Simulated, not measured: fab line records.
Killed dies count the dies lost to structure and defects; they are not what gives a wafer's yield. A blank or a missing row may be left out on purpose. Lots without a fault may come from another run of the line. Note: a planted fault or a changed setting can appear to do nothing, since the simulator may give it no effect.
Which of the tools did it? -- flow sky130 -- 30 wafers from 10 lots sampled at 6 of the route's 708 steps

== WHAT EACH GAUGE READ, for each wafer ==
SKY_SONOS_ONO_OVL_MEAS_14. Usual: for SONOS_ONO_OVL the level is -1.6 nm and the standard deviation is 1.7.
lot,measured,on,SONOS_ONO_OVL (nm),flag
L302,day 12 22:36,overlay-02,-0.5 0.4 -0.2,
L303,day 13 08:50,overlay-02,-1.6 -0.9 -1.4,
L309,day 15 01:41,overlay-02,-1.2 -2.2 -1.6,
L310,day 15 07:29,overlay-01,-1.7 -0.5 -1.3,
L311,day 15 18:49,overlay-01,-4.0 -4.2 -3.7,
L312,day 16 01:50,overlay-02,-4.2 -5.5 -3.8,
L314,day 16 18:06,overlay-02,-0.9 -2.8 -2.4,
L315,day 17 03:38,overlay-02,-2.6 -2.9 -2.0,
L319,day 18 12:26,overlay-02,-1.4 -1.9 -0.8,
L325,day 20 08:41,overlay-02,0.7 0.6 0.5,

SKY_POLY_GATE_THK_MEAS_21. Usual: for POLY_GATE_OXIDATION_THK the level is 3.98 nm and the standard deviation is 0.1.
lot,measured,on,POLY_GATE_OXIDATION_THK (nm),flag
L302,day 16 19:41,filmMetro-02,4.02 4.06 3.95,
L303,day 17 03:54,filmMetro-02,4.07 4.02 4.07,
L309,day 19 04:07,filmMetro-01,3.92 4.04 3.93,
L310,day 19 07:56,filmMetro-03,3.94 4.03 3.96,
L311,day 20 00:13,filmMetro-01,4.11 4.03 4.08,
L312,day 20 06:59,filmMetro-01,4.06 4.08 4.17,
L314,day 20 22:11,filmMetro-01,3.88 3.90 3.93,
L315,day 21 09:17,filmMetro-03,3.90 4.01 3.98,
L319,day 22 19:58,filmMetro-02,4.12 4.08 4.14,
L325,day 24 11:13,filmMetro-02,3.82 3.89 3.79,

SKY_POLY_GATE_CD_MEAS_22. Usual: 150.1 nm for cdNm, sd 1.6.
lot,measured,on,cdNm (nm),flag
L302,day 16 19:46,cdSem-02,152.0 153.5 156.6,
L303,day 17 04:00,cdSem-01,149.5 150.7 149.4,
L309,day 19 04:12,cdSem-02,151.7 149.7 149.1,
L310,day 19 08:00,cdSem-01,148.7 147.7 150.7,
L311,day 20 00:16,cdSem-01,150.9 150.8 151.1,
L312,day 20 07:02,cdSem-01,149.7 158.4 149.1 149.9 158.7 148.6,
L314,day 20 22:16,cdSem-01,149.7 150.9 150.0,
L315,day 21 09:21,cdSem-02,162.1 148.2 150.2 161.9 148.4 150.3,
L319,day 22 20:03,cdSem-01,150.9 150.2 151.1,
L325,day 24 11:18,cdSem-01,149.0 146.8 148.5,

== EACH LOT AND THE TOOL THAT RAN IT (in order: tool; ch and the chambers of the sampled wafers; start) ==
lot,SKY_POLY_GATE_ETCH_15,SKY_POLY_GATE_ETCH_17,SKY_POLY_GATE_STRIP_18
L302,"rieDiel-01 ch 0,1,2, day 16 15:49","rieSi-02 ch 0,1,2, day 16 15:59","plasmaAsher-03 ch 0,1, day 16 16:02"
L303,"rieDiel-03 ch 0,2, day 17 01:13","rieSi-01 ch 0,2, day 17 01:23","plasmaAsher-03 ch 0,1, day 17 01:29"
L309,"rieDiel-02 ch 0,1,3, day 19 01:04","rieSi-02 ch 0,1,3, day 19 01:14","plasmaAsher-03 ch 1, day 19 01:17"
L310,"rieDiel-02 ch 0,1,3, day 19 06:10","rieSi-02 ch 0,2, day 19 06:20","plasmaAsher-01 ch 0,1, day 19 06:23"
L311,"rieDiel-01 ch 1,2,3, day 19 22:34","rieSi-02 ch 0,2,3, day 19 22:45","plasmaAsher-03 ch 0,1, day 19 22:49"
L312,"rieDiel-02 ch 0,1,3, day 20 04:19","rieSi-02 ch 0,1,2, day 20 04:29","plasmaAsher-03 ch 0,1, day 20 04:32"
L314,"rieDiel-01 ch 0,3, day 20 20:13","rieSi-02 ch 1,2,3, day 20 20:25","plasmaAsher-04 ch 0,1, day 20 20:28"
L315,"rieDiel-02 ch 0,1,3, day 21 07:37","rieSi-01 ch 1,2, day 21 07:49","plasmaAsher-03 ch 0,1, day 21 07:52"
L319,"rieDiel-03 ch 0,1, day 22 18:19","rieSi-01 ch 0,3, day 22 18:31","plasmaAsher-04 ch 0,1, day 22 18:34"
L325,"rieDiel-01 ch 0,1,2, day 24 09:34","rieSi-01 ch 0,2,3, day 24 09:45","plasmaAsher-04 ch 0,1, day 24 09:49"
- SKY_POLY_GATE_ETCH_15: etches BARC in N2/H2, stops on SiO2, time 118.5 s, target depth 110 nm.
- SKY_POLY_GATE_ETCH_17: etches poly-Si in HBr/Cl2, stops on SiO2, target depth 180 nm, time 70.5 s.
- SKY_POLY_GATE_STRIP_18: strips in O2/N2.

== WHAT THE TOOLS THEMSELVES READ (means of the sampled wafers that have a number; where no wafer has one, the mark that the record gives instead) ==
SKY_POLY_GATE_ETCH_15. Usual: biasW 100.01 W, standard deviation 0.29; drypumpMotorCurrentA 5.8 A, standard deviation 0.42; oesProductAu 0.717 a.u., standard deviation 0.0047; throttleValvePct 13.213 %, standard deviation 0.0091.
lot,tool,biasW (W),drypumpMotorCurrentA (A),oesProductAu (a.u.),throttleValvePct (%),flag
L302,rieDiel-01,99.81,5.7,0.715,13.208,
L303,rieDiel-03,99.92,5.8,0.718,13.209,
L309,rieDiel-02,99.92,6.2,0.716,13.221,
L310,rieDiel-02,100.00,6.2,0.722,13.218,
L311,rieDiel-01,100.16,5.9,0.718,13.209,
L312,rieDiel-02,100.01,6.3,0.714,13.208,
L314,rieDiel-01,100.37,5.8,0.715,13.209,
L315,rieDiel-02,100.18,6.2,0.719,13.199,
L319,rieDiel-03,100.18,5.7,0.719,13.211,
L325,rieDiel-01,100.01,5.8,0.716,13.214,

SKY_POLY_GATE_ETCH_17. Usual: biasW 100.1 W, standard deviation 0.31; drypumpMotorCurrentA 5.8 A, standard deviation 0.43; oesProductAu 0.986 a.u., standard deviation 0.0061; throttleValvePct 33.685 %, standard deviation 0.009.
lot,tool,biasW (W),drypumpMotorCurrentA (A),oesProductAu (a.u.),throttleValvePct (%),flag
L302,rieSi-02,100.2,5.8,0.983,33.678,
L303,rieSi-01,100.0,6.0,0.981,33.671,
L309,rieSi-02,100.1,5.5,0.988,33.691,
L310,rieSi-02,100.1,6.0,0.989,33.680,
L311,rieSi-02,100.0,5.7,0.993,33.680,
L312,rieSi-02,100.2,5.8,0.991,33.693,
L314,rieSi-02,99.6,5.6,0.985,33.686,
L315,rieSi-01,100.3,5.5,0.988,33.685,
L319,rieSi-01,100.1,6.3,0.987,33.687,
L325,rieSi-01,100.0,6.1,0.989,33.676,

SKY_POLY_GATE_STRIP_18. Usual: drypumpMotorCurrentA 5.5 A, standard deviation 0.39; o2FlowSccm 3001 sccm, standard deviation 9; oesProductAu 0.361 a.u., standard deviation 0.0043; stripTimeToEndpointS 3.166 s, standard deviation 0.026.
lot,tool,drypumpMotorCurrentA (A),o2FlowSccm (sccm),oesProductAu (a.u.),stripTimeToEndpointS (s),flag
L302,plasmaAsher-03,5.9,3009,0.358,3.165,
L303,plasmaAsher-03,5.9,2995,0.359,3.155,
L309,plasmaAsher-03,5.9,3001,0.360,3.198,
L310,plasmaAsher-01,5.0,3010,0.364,3.162,
L311,plasmaAsher-03,6.0,2995,0.360,3.134,
L312,plasmaAsher-03,6.0,3005,0.368,3.283,OFF
L314,plasmaAsher-04,5.2,3004,0.363,3.167,
L315,plasmaAsher-03,6.0,2999,0.369,3.336,OFF
L319,plasmaAsher-04,5.2,3004,0.362,3.160,
L325,plasmaAsher-04,5.1,3000,0.359,3.168,

== THE ANSWER, worked out from the rows above alone ==
Rule: a lot counts as off when the mean over its wafers that have a number is more than 3 standard deviations away from the usual mean. A lot without any number at a reading at which 4 lots or more have one is off too. Where the step has rows for the other lots, those lots are counted as sound. First the gauges in route order, then the tools' own readings, where a lot's mean is used as printed above. The first step at which some lot is off is used, and at that step the reading that is off furthest; a lot without a number counts as furthest.
Off at SKY_POLY_GATE_STRIP_18 (stripTimeToEndpointS): L312, L315.
If a tool, at that step or one of the process steps before it, ran each lot that is off and ran no sound lot following the first of them, it fits. 2 tools fit, rieDiel-02 at SKY_POLY_GATE_ETCH_15 and plasmaAsher-03 at SKY_POLY_GATE_STRIP_18, so this cannot tell which one it is.

== WHAT WAS PUT IN BY THE SIMULATOR ==
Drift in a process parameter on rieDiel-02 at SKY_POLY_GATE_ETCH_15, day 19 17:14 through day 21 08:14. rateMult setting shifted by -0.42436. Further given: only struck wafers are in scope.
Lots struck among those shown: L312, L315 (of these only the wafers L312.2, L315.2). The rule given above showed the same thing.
